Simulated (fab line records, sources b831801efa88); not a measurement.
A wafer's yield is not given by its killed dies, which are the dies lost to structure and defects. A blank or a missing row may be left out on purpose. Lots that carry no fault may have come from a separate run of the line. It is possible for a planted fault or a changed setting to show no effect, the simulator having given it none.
What tool caused it?    flow sky130    7 lots, 21 wafers sampled, at 4 steps of a route of 708

## WHAT THE GAUGES READ, wafer by wafer
SKY_LI_CONTACT_BOW_MEAS_03.
lot   measured      on             LI_CONTACT_BOW (um)
L824  day 28 07:10  film metro-03  65 67 52
L826  day 29 02:35  film metro-02  62 60 61
L837  day 32 15:40  film metro-04  61 60 53
L840  day 33 15:55  film metro-02  55 52 37
L842  day 34 16:28  film metro-03  54 53 53
L844  day 34 22:20  film metro-04  52 62 57
L846  day 35 20:25  film metro-03  47 55 51

## EACH LOT AND THE TOOL THAT RAN IT (in order: tool; ch and the chambers of the sampled wafers; start)
lot   SKY_RES_XHIGH_STRIP_08                SKY_SD_N_STRIP_11                     SKY_LI_CONTACT_CMP_02
L824  plasma asher-03 ch 0,1, day 27 00:41  plasma asher-02 ch 0,1, day 28 05:44  cmp-01 ch 0,1,2, day 28 06:58
L826  plasma asher-03 ch 0,1, day 27 21:10  plasma asher-03 ch 0,1, day 29 01:20  cmp-01 ch 1,3, day 29 02:19
L837  plasma asher-01 ch 0,1, day 31 11:13  plasma asher-01 ch 0,1, day 32 14:26  cmp-02 ch 0,1,3, day 32 15:26
L840  plasma asher-04 ch 0, day 32 12:11    plasma asher-03 ch 0,1, day 33 14:41  cmp-02 ch 0,1,3, day 33 15:37
L842  plasma asher-01 ch 0,1, day 33 12:29  plasma asher-02 ch 0,1, day 34 15:14  cmp-01 ch 1,2, day 34 16:13
L844  plasma asher-01 ch 0,1, day 33 18:26  plasma asher-03 ch 0,1, day 34 21:05  cmp-01 ch 0,2,3, day 34 22:01
L846  plasma asher-01 ch 0,1, day 34 16:47  plasma asher-01 ch 0,1, day 35 19:11  cmp-02 ch 0,1, day 35 20:07
- SKY_RES_XHIGH_STRIP_08: strips in O2/N2.
- SKY_SD_N_STRIP_11: strips in O2/N2.
- SKY_LI_CONTACT_CMP_02: polishes PSG.

## THE ANSWER, worked out from the rows above alone
Rule: the usual values come from the lots themselves. Put in order of their means at a reading, lots are off if they are a third of the lots or fewer, leave a main group of 4 or more, and stand apart from it by a gap of 3 or more times the standard deviation of the main group's means; of several such gaps the widest counts. Not used: any main group whose means are identical at the precision the tables above print for the reading. Also off: a lot with no number at a reading for which 4 or more lots have one. Any other lot the step has rows for is counted as sound.
No lot is off at any reading shown: from this, nothing can be told.

## WHAT THE SIMULATOR HAD INSERTED
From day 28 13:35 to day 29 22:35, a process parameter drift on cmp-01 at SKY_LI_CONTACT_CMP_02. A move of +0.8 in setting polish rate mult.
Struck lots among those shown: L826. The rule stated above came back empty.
